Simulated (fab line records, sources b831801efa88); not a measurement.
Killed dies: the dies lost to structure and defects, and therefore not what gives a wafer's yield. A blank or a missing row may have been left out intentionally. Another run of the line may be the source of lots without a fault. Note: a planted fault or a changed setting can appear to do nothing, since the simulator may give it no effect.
Problem report in the 8D (eight disciplines) form, filled by code || flow sky130 || the parts of the form that need people (team, actions taken, sign-off) are left out
Where a reading is given only as a bound, like >300, the bound stands for it, and a mean or a difference that rests on one is marked > or <: the true number lies beyond.

## 1. THE ISSUE
LOCAL_INTERCONNECT_TIN_THK at SKY_LOCAL_INTERCONNECT_THK_MEAS_02 reads a mean of <0.0 nm on 6 wafers of 2 lots; wafers without a fault read 99.5 nm with a standard deviation of 1.3. That is <-77 standard deviations from the usual mean.
The step: measures by xrf.
First seen on wafer L504.1, day 30 16:05, on film_metro-03. Wafers with a number at this step in the record: 33, from 11 lots. Rule for "out", or "out of limits": more than 4 standard deviations from the usual mean. Any other wafer with a number is counted as sound.

## 2. WHAT IT IS, WHAT IT ISN'T
{"question": "which readings at this step", "is": "LOCAL_INTERCONNECT_TIN_THK", "is not": "-"}
{"question": "which lots", "is": "L504, L506", "is not": "L502, L514, L516, L517, L518, L519, L520, L521, L524"}
{"question": "which wafers of those lots", "is": "all that have a number", "is not": "-"}
{"question": "read on which gauges", "is": "film_metro-03", "is not": "film_metro-01, film_metro-04"}
{"question": "when", "is": "from day 30 16:05", "is not": "up to then (3 sound wafers); but 24 sound wafers of L514, L516, L517, L518, L519, L520, L521, L524 came after"}

## 3. THE SUSPECTS, EACH WITH WHAT RULES IT OUT
Counting: a tool at a process step up to the reading stays a suspect if it ran every lot that is out and no sound lot after the first of them.
- the gauge at SKY_LOCAL_INTERCONNECT_THK_MEAS_02: ruled out. All the wafers that are out were read on film_metro-03, but those of them that SKY_PAD_OPEN_PROBE_99 has rows for are out there too, on other tools.
- pvd_sputter-04 at SKY_LOCAL_INTERCONNECT_SPUTTER_00 (material TiN, target thk 100 nm, time 83.3 s): ruled out as a lasting fault. Sound lots L514, L517, L518, L520, L521 ran on it after its first lot that is out, L504 (day 30 15:55).
Left after counting: nothing in the record.

## 4. THE CAUSE (what the simulator had put in)
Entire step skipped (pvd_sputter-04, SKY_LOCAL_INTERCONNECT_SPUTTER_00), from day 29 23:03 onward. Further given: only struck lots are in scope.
Counting ruled it out, wrongly: the rule takes a fault to strike every lot that its tool runs from its start on, and this one did not.

## 5. THE CHAIN OF EFFECTS, in route order
One row per reading whose mean, taken over the struck wafers that have a number, lies over 3 standard deviations from the usual. Only readings for which the record gives a usual standard deviation are gone through. hours: the time from each lot's start at the first step in this table that gives one to its start at this step, as a median over the lots. sigmas: the change in usual standard deviations.
{"hours": 0, "step": "SKY_LOCAL_INTERCONNECT_THK_MEAS_02", "reading": "LOCAL_INTERCONNECT_TIN_THK", "usual": "99.5 nm", "on struck wafers": "<0.0", "change": "<-99.5", "sigmas": "<-77"}
{"hours": 386, "step": "SKY_PAD_OPEN_PROBE_99", "reading": "killed_at_M0_to_M3", "usual": 45, "on struck wafers": 9, "change": -36, "sigmas": -4.6}
{"hours": 386, "step": "SKY_PAD_OPEN_PROBE_99", "reading": "killed_at_contacts", "usual": 25, "on struck wafers": 478, "change": "+452", "sigmas": "+82"}
{"hours": 386, "step": "SKY_PAD_OPEN_PROBE_99", "reading": "killed_dies", "usual": 89, "on struck wafers": 492, "change": "+403", "sigmas": "+43"}
{"hours": 386, "step": "SKY_PAD_OPEN_PROBE_99", "reading": "killed_on_rim", "usual": 18, "on struck wafers": 96, "change": "+78", "sigmas": "+20"}
{"hours": 386, "step": "SKY_PAD_OPEN_PROBE_99", "reading": "killed_open", "usual": 49, "on struck wafers": 9, "change": -40, "sigmas": -5.9}
{"hours": 386, "step": "SKY_PAD_OPEN_PROBE_99", "reading": "killed_short", "usual": 40, "on struck wafers": 8, "change": -32, "sigmas": -5.1}
It contains these process steps:
- SKY_PAD_OPEN_PROBE_99
Readings that are blank on the struck wafers while sound wafers have them: cathode_dc_power_W at SKY_LOCAL_INTERCONNECT_SPUTTER_00; chamber_pressure_pa at SKY_LOCAL_INTERCONNECT_SPUTTER_00; throttle_valve_pct at SKY_LOCAL_INTERCONNECT_SPUTTER_00; LOCAL_INTERCONNECT_TIN_RS at SKY_LOCAL_INTERCONNECT_RS_MEAS_01.

## 6. HOW IT WOULD HAVE BEEN CAUGHT EARLIER
17 hours passed between the start of the fault at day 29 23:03 and the first reading out of limits at a measuring or inspecting step in this record, taken at day 30 16:05.
Between SKY_LOCAL_INTERCONNECT_SPUTTER_00 and SKY_LOCAL_INTERCONNECT_THK_MEAS_02, SKY_LOCAL_INTERCONNECT_RS_MEAS_01 gave no LOCAL_INTERCONNECT_TIN_RS on the struck wafers, where sound wafers have one: a measuring or inspecting step that comes back empty is itself a sign.
At SKY_LOCAL_INTERCONNECT_SPUTTER_00 the tool's readings are blank on the struck wafers, where sound wafers have them: an empty tool record is the first sign, and it was there at once.
